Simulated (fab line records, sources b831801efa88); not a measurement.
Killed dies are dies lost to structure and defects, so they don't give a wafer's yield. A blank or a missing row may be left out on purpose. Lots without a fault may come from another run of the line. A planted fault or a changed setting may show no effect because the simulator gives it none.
fab line records | flow gf180mcu
record lots=6 wafers=18 last_day=34
route steps=602 shown CONTACT@305 M1@315
lots that met no fault: from a run of the same line without faults
start_h: hours from the record's first day to the start of the lot's first wafer shown | wait_h: hours since the lot's step before | " the same as in the row above | L1.1+2: a row that stands for several wafers | - no value, or no start given | * or withheld: withheld | < > ~ a bound
route shown NAME@n: a module of which the file shows steps, and the number in the route of the first | usual: mean/standard deviation of fault-free wafers | same: alike in all rows | chamber/n: place in a boat | sites: the reading at each site | _std_site: their standard deviation | _edge_site: outer sites' mean less inner sites' | radius_mm: how far each site lies from the wafer's centre | mask NAME#n: copy n | behind: the tool/chamber that last shaped the wafer | hold: why the lot was held/for how many hours/how that ended | device: the transistor (n, p or np) that didn't switch | end of line: the same wafers' tests at the end of the route | a step without rows: its recipe alone | killed: dies lost to structure and defects at the first sort, not the wafer's yield | map: a wafer's dies, x killed, . not, _ none there
set.NAME: the setting as run; set.NAME@STEP: as run at that earlier step | model.NAME: the simulator's own value behind a step, which no gauge read
lots at some steps of the route; a table a step, a row a wafer
services: from which hour (start_h, from the record's first day; less than 0 if before it) a tool's chamber was out of use, for how many hours, and why
## steps
# step GF_CONTACT_STRIP_18
# recipe chemistry=O2/N2 power_w=1400 pressure_mtorr=1500 platen_temp_c=250 o2_flow_sccm=3000 n2_flow_sccm=300 overash_fraction=0.5
# usual drypump_motor_current_A=5.8/0.37 heater_power_w=363/33 oes_product_au=0.580/0.005
# columns lot.wafer tool chamber start_h wait_h drypump_motor_current_A heater_power_w oes_product_au rf_hours_counter_h
L777.1 plasma_asher-02 0 389.12 - 5.8 352 0.579 26
L777.4 " 1 " " 6.3 416 0.584 -
L777.5 " 1 " " 6.3 416 0.582 -
L781.2 plasma_asher-02 0 427.67 - 5.8 347 0.585 30
L781.3 " 0 " " 5.7 364 0.577 -
L781.5 " 0 " " 5.8 349 0.581 -
L782.1 plasma_asher-02 0 438.83 - 5.8 357 0.584 31
L782.2 " 1 " " 6.3 408 0.577 31
L782.6 " 0 " " 5.8 350 0.571 -
L789.4 plasma_asher-04 1 499.04 - 5.4 378 0.579 -
L789.5 " 0 " " 5.1 314 0.573 -
L789.6 " 1 " " 5.4 375 0.574 -
L792.3 plasma_asher-02 1 519.94 - 6.3 406 0.576 -
L792.4 " 0 " " 5.8 356 0.582 -
L792.6 " 0 " " 5.8 350 0.588 -
L797.3 plasma_asher-04 0 561.51 - 5.1 318 0.581 -
L797.5 " 1 " " 5.4 366 0.583 -
L797.6 " 0 " " 5.1 314 0.571 -
# step GF_CONTACT_CLEAN_19
# recipe chemistry=SPM
# step GF_CONTACT_CLEAN_20
# recipe chemistry=DIW
# step GF_CONTACT_CLEAN_21
# recipe chemistry=dHF time_s=20 dilution=100:1 dry=ipa_marangoni
# step GF_CONTACT_SPUTTER_22
# recipe material=Ti target_thk_nm=15 chamber_pressure_pa=5 power_w=2500 substrate_temp_c=200 time_s=80.02
# step GF_CONTACT_SPUTTER_23
# recipe material=TiN target_thk_nm=10 chamber_pressure_pa=5 power_w=4000 time_s=40
# usual cathode_dc_power_W=4000.1/0.7 chamber_pressure_pa=4.999/0.01 throttle_valve_pct=29.8/1.1
# columns lot.wafer tool chamber start_h wait_h cathode_dc_power_W chamber_pressure_pa throttle_valve_pct
L777.1 pvd_sputter-02 - 389.48 0.0 3999.8 4.999 28.3
L777.4 " - " " 4000.3 4.997 30.6
L777.5 " - " " 3999.9 5.008 30.5
L781.2 pvd_sputter-04 - 428.03 0.0 3999.5 5.001 30.2
L781.3 " - " " 3998.9 4.985 30.6
L781.5 " - " " 4000.2 5.018 29.8
L782.1 pvd_sputter-01 - 439.18 0.0 4002.1 4.993 28.3
L782.2 " - " " 4001.5 4.987 29.5
L782.6 " - " " 4000.9 5.015 30.8
L789.4 pvd_sputter-04 - 499.36 0.0 4000.1 4.994 30.1
L789.5 " - " " 3999.9 4.986 30.2
L789.6 " - " " 4000.2 4.983 31.6
L792.3 pvd_sputter-04 - 520.36 0.0 4001.2 4.993 28.3
L792.4 " - " " 4000.3 5.012 31.5
L792.6 " - " " 3999.8 5.015 31.5
L797.3 pvd_sputter-02 - 561.84 0.0 4000.2 5.005 28.7
L797.5 " - " " 4000.5 5.007 30.5
L797.6 " - " " 4001.9 4.989 28.5
# step GF_CONTACT_CVD_24
# recipe material=W target_thk_nm=300 time_s=90.339 temp_c=400 pressure_torr=40
# step GF_CONTACT_RS_MEAS_25
# recipe thk_meas_gauge=four-point-probe reads=W_of_CONTACT_CVD_24+TiN_of_CONTACT_SPUTTER_23+Ti_of_CONTACT_SPUTTER_22
# usual CONTACT_W_RS=0.385/0.0061
# columns lot.wafer tool chamber start_h wait_h CONTACT_W_RS[ohm/sq]
L777.1 film_metro-03 - 389.62 0.1 0.391
L777.4 " - " " 0.389
L777.5 " - " " 0.397
L781.2 film_metro-04 - 428.19 0.1 0.391
L781.3 " - " " 0.392
L781.5 " - " " 0.392
L782.1 film_metro-01 - 439.32 0.1 0.385
L782.2 " - " " 0.387
L782.6 " - " " 0.393
L789.4 film_metro-04 - 499.56 0.1 0.378
L789.5 " - " " 0.384
L789.6 " - " " 0.380
L792.3 film_metro-03 - 520.53 0.1 0.391
L792.4 " - " " 0.386
L792.6 " - " " 0.391
L797.3 film_metro-01 - 562.02 0.1 0.386
L797.5 " - " " 0.385
L797.6 " - " " 0.380
# step GF_CONTACT_THK_MEAS_26
# recipe thk_meas_gauge=xrf reads=W_of_CONTACT_CVD_24
# usual CONTACT_W_THK=299/5.1
# columns lot.wafer tool chamber start_h wait_h CONTACT_W_THK[nm]
L777.1 film_metro-03 - 389.74 0.1 295
L777.4 " - " " 295
L777.5 " - " " 291
L781.2 film_metro-04 - 428.30 0.1 293
L781.3 " - " " 294
L781.5 " - " " 294
L782.1 film_metro-01 - 439.44 0.1 302
L782.2 " - " " 302
L782.6 " - " " 297
L789.4 film_metro-04 - 499.65 0.1 301
L789.5 " - " " 296
L789.6 " - " " 300
L792.3 film_metro-03 - 520.63 0.1 294
L792.4 " - " " 299
L792.6 " - " " 294
L797.3 film_metro-01 - 562.12 0.1 301
L797.5 " - " " 302
L797.6 " - " " 304
# step GF_CONTACT_CMP_27
# recipe stop_on=SiO2 down_force_psi=3.5 platen_rpm=60 t_overpolish_s=15 target_thk_nm=0 pad_velocity_m_s=0.94248
# step GF_M1_SPUTTER_00
# recipe material=Ti target_thk_nm=37.5 arriving_ion_energy_ev=80 substrate_temp_c=200 chamber_pressure_pa=2 power_w=4000 time_s=150
# usual cathode_dc_power_W=4000.1/0.76 chamber_pressure_pa=2.000/0.0038 throttle_valve_pct=30.0/1
# columns lot.wafer tool chamber start_h wait_h cathode_dc_power_W chamber_pressure_pa throttle_valve_pct
L777.1 pvd_sputter-03 - 390.10 0.2 4000.9 2.000 29.2
L777.4 " - " " 4000.5 2.003 30.7
L777.5 " - " " 4000.1 1.998 30.1
L781.2 pvd_sputter-03 - 428.65 0.1 4000.0 1.995 30.1
L781.3 " - " " 4000.8 1.996 30.7
L781.5 " - " " 4000.3 2.004 29.6
L782.1 pvd_sputter-04 - 439.80 0.2 4000.0 1.998 30.0
L782.2 " - " " 4000.0 2.001 28.5
L782.6 " - " " 4000.6 2.007 28.3
L789.4 pvd_sputter-03 - 499.98 0.2 3999.6 2.003 31.3
L789.5 " - " " 4001.0 1.999 30.4
L789.6 " - " " 4000.8 2.006 31.3
L792.3 pvd_sputter-02 - 520.97 0.2 4000.4 2.006 28.2
L792.4 " - " " 3999.7 2.005 28.3
L792.6 " - " " 3999.6 2.000 30.5
L797.3 pvd_sputter-04 - 562.46 0.2 4000.1 2.000 28.4
L797.5 " - " " 4000.1 1.999 31.3
L797.6 " - " " 3998.7 1.997 30.3
# step GF_M1_SPUTTER_01
# recipe material=TiN target_thk_nm=30 power_w=6500 time_s=25 chamber_pressure_pa=0.4
# usual cathode_dc_power_W=6500.1/1.3 chamber_pressure_pa=0.4000/0.00081 throttle_valve_pct=30.0/1
# columns lot.wafer tool chamber start_h wait_h cathode_dc_power_W chamber_pressure_pa throttle_valve_pct
L777.1 pvd_sputter-03 - 390.20 0.1 6498.9 0.4000 29.7
L777.4 " - " " 6499.2 0.3985 30.6
L777.5 " - " " 6501.3 0.3995 29.9
L781.2 pvd_sputter-03 - 428.75 0.1 6499.2 0.3999 29.9
L781.3 " - " " 6503.7 0.3995 30.6
L781.5 " - " " 6500.9 0.3997 29.7
L782.1 pvd_sputter-04 - 439.90 0.1 6499.1 0.4009 29.7
L782.2 " - " " 6501.2 0.3997 28.2
L782.6 " - " " 6500.6 0.3989 28.5
L789.4 pvd_sputter-03 - 500.08 0.1 6500.4 0.3998 31.5
L789.5 " - " " 6498.9 0.3996 30.7
L789.6 " - " " 6499.8 0.4009 31.4
L792.3 pvd_sputter-02 - 521.07 0.1 6502.0 0.3997 28.6
L792.4 " - " " 6499.8 0.3987 28.4
L792.6 " - " " 6500.9 0.3991 30.6
L797.3 pvd_sputter-04 - 562.56 0.1 6501.9 0.3991 28.3
L797.5 " - " " 6502.7 0.3996 31.6
L797.6 " - " " 6498.6 0.3996 30.2
# step GF_M1_SPUTTER_02
# recipe material=AlCu target_thk_nm=450 power_w=10600 time_s=23.9 chamber_pressure_pa=0.4
# usual cathode_dc_power_W=10600/2 chamber_pressure_pa=0.4000/0.00074 throttle_valve_pct=30.0/1
# columns lot.wafer tool chamber start_h wait_h cathode_dc_power_W chamber_pressure_pa throttle_valve_pct
L777.1 pvd_sputter-03 - 390.23 0.0 10600 0.4001 29.6
L777.4 " - " " 10601 0.3994 30.8
L777.5 " - " " 10598 0.3997 29.8
L781.2 pvd_sputter-03 - 428.78 0.0 - - -
L781.3 " - " " - - -
L781.5 " - " " - - -
L782.1 pvd_sputter-04 - 439.93 0.0 - - -
L782.2 " - " " - - -
L782.6 " - " " - - -
L789.4 pvd_sputter-03 - 500.11 0.0 10598 0.3995 31.4
L789.5 " - " " 10595 0.3995 30.5
L789.6 " - " " 10599 0.3992 31.2
L792.3 pvd_sputter-02 - 521.11 0.0 10600 0.3999 28.6
L792.4 " - " " 10598 0.3984 28.5
L792.6 " - " " 10604 0.3987 30.5
L797.3 pvd_sputter-04 - 562.59 0.0 10599 0.3999 28.4
L797.5 " - " " 10600 0.3990 31.7
L797.6 " - " " 10601 0.3988 30.0
# step GF_M1_SPUTTER_03
# recipe material=Ti target_thk_nm=10 substrate_temp_c=300 chamber_pressure_pa=0.3 power_w=3000 time_s=6.7
# step GF_M1_SPUTTER_04
# recipe material=TiN target_thk_nm=50 power_w=6500 time_s=41.7 chamber_pressure_pa=0.4
# usual cathode_dc_power_W=6499.9/1.2 chamber_pressure_pa=0.3999/0.00086 throttle_valve_pct=30.0/1
# columns lot.wafer tool chamber start_h wait_h cathode_dc_power_W chamber_pressure_pa throttle_valve_pct
L777.1 pvd_sputter-03 - 390.28 0.0 6499.5 0.4001 29.5
L777.4 " - " " 6501.8 0.4007 30.5
L777.5 " - " " 6500.1 0.3999 29.9
L781.2 pvd_sputter-03 - 428.83 0.0 6501.6 0.4005 30.0
L781.3 " - " " 6499.1 0.4007 30.5
L781.5 " - " " 6500.5 0.4000 29.5
L782.1 pvd_sputter-04 - 439.98 0.0 6499.6 0.4013 29.9
L782.2 " - " " 6500.8 0.3997 28.4
L782.6 " - " " 6500.0 0.3994 28.3
L789.4 pvd_sputter-03 - 500.16 0.0 6501.0 0.4003 31.1
L789.5 " - " " 6500.3 0.3989 30.8
L789.6 " - " " 6497.8 0.4005 31.2
L792.3 pvd_sputter-02 - 521.16 0.0 6500.0 0.4012 28.6
L792.4 " - " " 6500.6 0.4001 28.2
L792.6 " - " " 6498.7 0.4011 30.5
L797.3 pvd_sputter-04 - 562.64 0.0 6499.9 0.3999 28.6
L797.5 " - " " 6501.8 0.3995 31.6
L797.6 " - " " 6499.0 0.3989 30.0
# step GF_M1_RS_MEAS_05
# recipe thk_meas_gauge=four-point-probe reads=TiN_of_M1_SPUTTER_04+Ti_of_M1_SPUTTER_03+AlCu_of_M1_SPUTTER_02+TiN_of_M1_SPUTTER_01+Ti_of_M1_SPUTTER_00
# usual M1_ALCU_RS=0.0698/0.00092
# columns lot.wafer tool chamber start_h wait_h M1_ALCU_RS[ohm/sq]
L777.1 film_metro-02 - 390.32 0.0 0.0698
L777.4 " - " " 0.0694
L777.5 " - " " 0.0702
L781.2 film_metro-02 - 428.89 0.0 7.1515
L781.3 " - " " 7.1391
L781.5 " - " " 7.1017
L782.1 film_metro-03 - 440.02 0.0 7.2378
L782.2 " - " " 7.2705
L782.6 " - " " 7.2983
L789.4 film_metro-02 - 500.26 0.1 0.0682
L789.5 " - " " 0.0701
L789.6 " - " " 0.0684
L792.3 film_metro-02 - 521.24 0.1 0.0715
L792.4 " - " " 0.0717
L792.6 " - " " 0.0703
L797.3 film_metro-04 - 562.72 0.1 0.0694
L797.5 " - " " 0.0688
L797.6 " - " " 0.0701
# step GF_M1_THK_MEAS_06
# recipe thk_meas_gauge=xrf reads=AlCu_of_M1_SPUTTER_02
# usual M1_ALCU_THK=448/6.4
# columns lot.wafer tool chamber start_h wait_h M1_ALCU_THK[nm]
L777.1 film_metro-02 - 390.44 0.1 447
L777.4 " - " " 451
L777.5 " - " " 443
L781.2 film_metro-02 - 429.00 0.1 <0
L781.3 " - " " <0
L781.5 " - " " <0
L782.1 film_metro-03 - 440.14 0.1 <0
L782.2 " - " " <0
L782.6 " - " " <0
L789.4 film_metro-02 - 500.35 0.1 459
L789.5 " - " " 446
L789.6 " - " " 455
L792.3 film_metro-02 - 521.34 0.1 441
L792.4 " - " " 439
L792.6 " - " " 446
L797.3 film_metro-04 - 562.82 0.1 451
L797.5 " - " " 454
L797.6 " - " " 447
# step GF_M1_DEHYDRATE_07
# recipe temp_c=200 time_s=60
## services
# columns tool chamber start_h hours kind
plasma_asher-02 - 428.39 2.3 repair
pvd_sputter-03 3 430.73 - consumable_replace:kit
pvd_sputter-03 3 430.73 18.0 scheduled_down
pvd_sputter-03 3 430.73 18.0 vent_cycle
plasma_asher-04 - 447.92 2.8 pm
plasma_asher-04 - 465.11 13.4 repair
pvd_sputter-04 2 469.83 - consumable_replace:kit
pvd_sputter-04 2 469.83 18.0 scheduled_down
pvd_sputter-04 2 469.83 18.0 vent_cycle
pvd_sputter-03 - 474.38 5.7 repair
plasma_asher-02 - 481.29 0.5 repair
pvd_sputter-01 - 494.22 2.5 repair
pvd_sputter-02 1 514.65 - consumable_replace:kit
pvd_sputter-02 1 514.65 18.0 scheduled_down
pvd_sputter-02 1 514.65 18.0 vent_cycle
plasma_asher-02 - 521.52 4.3 pm
pvd_sputter-02 - 546.71 1.0 repair
pvd_sputter-04 - 548.40 0.5 repair
## key
first_sign step=GF_M1_SPUTTER_02 reading=tool_record direction=missing
effect step=GF_M1_RS_MEAS_05 reading=M1_ALCU_RS direction=up sigmas=99+ usual=0.0698 struck=7.1998
effect step=GF_M1_THK_MEAS_06 reading=M1_ALCU_THK direction=down sigmas=70 usual=448 struck=<0
met_at GF_M1_SPUTTER_02
struck_wafers L781.2,L781.3,L781.5,L782.1,L782.2,L782.6
later_rows_left_out L781.2,L781.3,L781.5,L782.1,L782.2,L782.6
sort_left_out L781.2,L781.3,L781.5,L782.1,L782.2,L782.6
onset_between 390.23 428.78
fault kind=skipped_step_whole tool=pvd_sputter-03,pvd_sputter-04 chamber=- onset_h=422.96 steps=GF_M1_SPUTTER_02 scope=struck_lots_only
# sort_left_out: the simulated sort isn't trusted on such a fault, so these wafers' sort isn't shown, and their yield isn't known
# later_rows_left_out: the simulator's readings of these wafers behind a module that went badly wrong aren't trusted and aren't shown, but for the sort
